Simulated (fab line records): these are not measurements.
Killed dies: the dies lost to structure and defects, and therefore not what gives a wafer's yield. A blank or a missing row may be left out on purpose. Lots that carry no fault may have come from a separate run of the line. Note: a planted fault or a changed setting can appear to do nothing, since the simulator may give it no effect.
Which of the tools did it? | flow sky130 | Sampling: 11 lots, 33 wafers, 5 of 708 route steps

## WHAT EACH GAUGE READ, for each wafer
SKY_LI_CONTACT_THK_MEAS_01. Usual: LI_CONTACT_HDPCVD_THK typically reads 931 nm, with standard deviation 8.3.
lot  | measured     | on           | LI_CONTACT_HDPCVD_THK (nm) | flag
L375 | day 27 23:50 | filmMetro-03 | 939 941 932                | 
L378 | day 29 15:52 | filmMetro-02 | 922 921 930                | 
L379 | day 29 18:30 | filmMetro-01 | 943 941 934                | 
L380 | day 30 02:04 | filmMetro-02 | 934 935 938                | 
L384 | day 31 11:11 | filmMetro-01 | 941 938 937                | 
L386 | day 31 21:59 | filmMetro-01 | 945 931 950                | 
L388 | day 32 15:11 | filmMetro-03 | 933 941 931                | 
L389 | day 32 23:46 | filmMetro-02 | 926 937 932                | 
L390 | day 33 10:50 | filmMetro-02 | 928 932 927                | 
L392 | day 33 21:43 | filmMetro-03 | 933 937 930                | 
L398 | day 36 03:12 | filmMetro-01 | 917 916 920                | 

SKY_LOCAL_INTERCONNECT_OVL_MEAS_12. Usual: LOCAL_INTERCONNECT_OVL typically reads 3 nm, with standard deviation 5.7.
lot  | measured     | on         | LOCAL_INTERCONNECT_OVL (nm) | flag
L375 | day 30 10:26 | overlay-01 | 3 9 4                       | 
L378 | day 32 00:56 | overlay-02 | 2 -4 7                      | 
L379 | day 32 04:55 | overlay-01 | -6 -5 -6                    | 
L380 | day 32 12:13 | overlay-01 | 13 5 9                      | 
L384 | day 33 17:44 | overlay-01 | 1 -1 -4                     | 
L386 | day 34 04:47 | overlay-02 | 5 2 9                       | 
L388 | day 34 22:11 | overlay-02 | 7 10 2                      | 
L389 | day 35 07:41 | overlay-02 | 8 4 12                      | 
L390 | day 35 17:29 | overlay-01 | -5 -2 7                     | 
L392 | day 36 04:23 | overlay-01 | 7 5 9                       | 
L398 | day 38 08:53 | overlay-01 | 6 -7 6                      | 

SKY_CONTACT_BOW_MEAS_05. Usual: CONTACT_BOW typically reads 82 um, with standard deviation 7.2.
lot  | measured     | on           | CONTACT_BOW (um) | flag
L375 | day 30 11:46 | filmMetro-03 | 79 77 76         | 
L378 | day 32 02:14 | filmMetro-03 | 87 82 85         | 
L379 | day 32 06:20 | filmMetro-03 | 86 84 82         | 
L380 | day 32 13:29 | filmMetro-02 | 102 83 89        | 
L384 | day 33 19:09 | filmMetro-02 | 82 84 68         | 
L386 | day 34 06:04 | filmMetro-04 | 104 91 78        | 
L390 | day 35 18:47 | filmMetro-04 | 84 81 95         | 
L392 | day 36 06:04 | filmMetro-03 | 69 81 82         | 
L398 | day 38 10:11 | filmMetro-02 | 85 77 71         | 

## WHAT TOOL EACH LOT RAN ON (gives the tool, then ch and the chambers of the sampled wafers, and finally the start)
lot  | SKY_LOCAL_INTERCONNECT_METAL_ETCH_14 | SKY_LOCAL_INTERCONNECT_STRIP_15
L375 | rieMetal-01 ch 0,1, day 30 10:32     | plasmaAsher-01 ch 0,1, day 30 10:35
L378 | rieMetal-03 ch 0,1, day 32 01:02     | plasmaAsher-02 ch 0,1, day 32 01:05
L379 | rieMetal-01 ch 0,1, day 32 05:01     | plasmaAsher-02 ch 0,1, day 32 05:04
L380 | rieMetal-01 ch 0,1, day 32 12:19     | plasmaAsher-03 ch 0,1, day 32 12:22
L384 | rieMetal-04 ch 1, day 33 17:54       | plasmaAsher-03 ch 0,1, day 33 18:00
L386 | rieMetal-01 ch 1, day 34 04:53       | plasmaAsher-01 ch 0,1, day 34 04:56
L388 | rieMetal-03 ch 0,1, day 34 22:17     | plasmaAsher-02 ch 0,1, day 34 22:20
L389 | rieMetal-04 ch 0,1, day 35 07:47     | plasmaAsher-01 ch 0,1, day 35 07:52
L390 | rieMetal-03 ch 0,1, day 35 17:35     | plasmaAsher-02 ch 0,1, day 35 17:40
L392 | rieMetal-03 ch 0,1, day 36 04:28     | plasmaAsher-03 ch 0,1, day 36 04:31
L398 | rieMetal-01 ch 0,1, day 38 08:59     | plasmaAsher-02 ch 0,1, day 38 09:02
- SKY_LOCAL_INTERCONNECT_METAL_ETCH_14: etches TiN in Cl2/BCl3, stops on PSG, target depth 110 nm, time 31.4 s.
- SKY_LOCAL_INTERCONNECT_STRIP_15: strips in O2/N2.

## AS READ BY THE TOOLS THEMSELVES (means over the sampled wafers that have a number; for cases with no such wafer, the mark the record gives instead)
SKY_LOCAL_INTERCONNECT_METAL_ETCH_14. Usual: bcl3FlowSccm 30.00 sccm, standard deviation 0.092; biasW 48.50 W, standard deviation 0.12; drypumpMotorCurrentA 5.71 A, standard deviation 0.23; oesProductAu 0.940 a.u., standard deviation 0.0072; throttleValvePct 21.902 %, standard deviation 0.01.
lot  | tool        | bcl3FlowSccm (sccm) | biasW (W) | drypumpMotorCurrentA (A) | oesProductAu (a.u.) | throttleValvePct (%) | flag
L375 | rieMetal-01 | 29.99               | 48.44     | 5.71                     | 0.938               | 21.898               | 
L378 | rieMetal-03 | 29.95               | 48.42     | 5.85                     | 0.936               | 21.901               | 
L379 | rieMetal-01 | 29.91               | 48.57     | 5.70                     | 0.943               | 21.904               | 
L380 | rieMetal-01 | 30.00               | 48.42     | 5.54                     | 0.934               | 21.905               | 
L384 | rieMetal-04 | 30.09               | 48.44     | 5.94                     | 0.935               | 21.905               | 
L386 | rieMetal-01 | 29.90               | 48.46     | 5.86                     | 0.937               | 21.907               | 
L388 | rieMetal-03 | -                   | -         | -                        | -                   | -                    | OFF
L389 | rieMetal-04 | -                   | -         | -                        | -                   | -                    | OFF
L390 | rieMetal-03 | 30.04               | 48.53     | 5.84                     | 0.934               | 21.904               | 
L392 | rieMetal-03 | 30.02               | 48.51     | 5.87                     | 0.943               | 21.907               | 
L398 | rieMetal-01 | 30.02               | 48.51     | 5.53                     | 0.941               | 21.893               | 

SKY_LOCAL_INTERCONNECT_STRIP_15. Usual: drypumpMotorCurrentA 5.5 A, standard deviation 0.38; o2FlowSccm 2999 sccm, standard deviation 9.1; oesProductAu 0.426 a.u., standard deviation 0.0044; stripTimeToEndpointS 4.724 s, standard deviation 0.019.
lot  | tool           | drypumpMotorCurrentA (A) | o2FlowSccm (sccm) | oesProductAu (a.u.) | stripTimeToEndpointS (s) | flag
L375 | plasmaAsher-01 | 5.7                      | 2999              | 0.431               | 4.729                    | 
L378 | plasmaAsher-02 | 5.6                      | 3007              | 0.430               | 4.762                    | 
L379 | plasmaAsher-02 | 5.6                      | 2998              | 0.425               | 4.724                    | 
L380 | plasmaAsher-03 | 5.2                      | 3000              | 0.423               | 4.732                    | 
L384 | plasmaAsher-03 | 5.4                      | 2999              | 0.428               | 4.727                    | 
L386 | plasmaAsher-01 | 5.7                      | 2998              | 0.426               | 4.703                    | 
L388 | plasmaAsher-02 | 5.6                      | 3003              | 0.445               | 5.195                    | OFF
L389 | plasmaAsher-01 | 5.6                      | 2998              | 0.445               | 5.204                    | OFF
L390 | plasmaAsher-02 | 5.3                      | 2996              | 0.424               | 4.727                    | 
L392 | plasmaAsher-03 | 5.2                      | 2997              | 0.424               | 4.751                    | 
L398 | plasmaAsher-02 | 5.6                      | 2993              | 0.427               | 4.708                    | 

## THE ANSWER, worked out from the rows above alone
Rule: take the mean of a lot's wafers that have a number; if it is more than 3 standard deviations from the usual mean, the lot is off. Also off: a lot with no number at a reading for which 4 or more lots have one. Any other lot the step has rows for is counted as sound. First the gauges in route order, then the tools' own readings, where a lot's mean is used as printed above. At the first step where some lot is off, the reading lying furthest off is the one used; lots without a number count as furthest.
Off at SKY_LOCAL_INTERCONNECT_METAL_ETCH_14 (bcl3FlowSccm): L388, L389. Without a number there: L388, L389.
If a tool, at that step or one of the process steps before it, ran each lot that is off and ran no sound lot following the first of them, it fits. Not one of the candidates tried fits.

## WHAT WAS PUT IN BY THE SIMULATOR
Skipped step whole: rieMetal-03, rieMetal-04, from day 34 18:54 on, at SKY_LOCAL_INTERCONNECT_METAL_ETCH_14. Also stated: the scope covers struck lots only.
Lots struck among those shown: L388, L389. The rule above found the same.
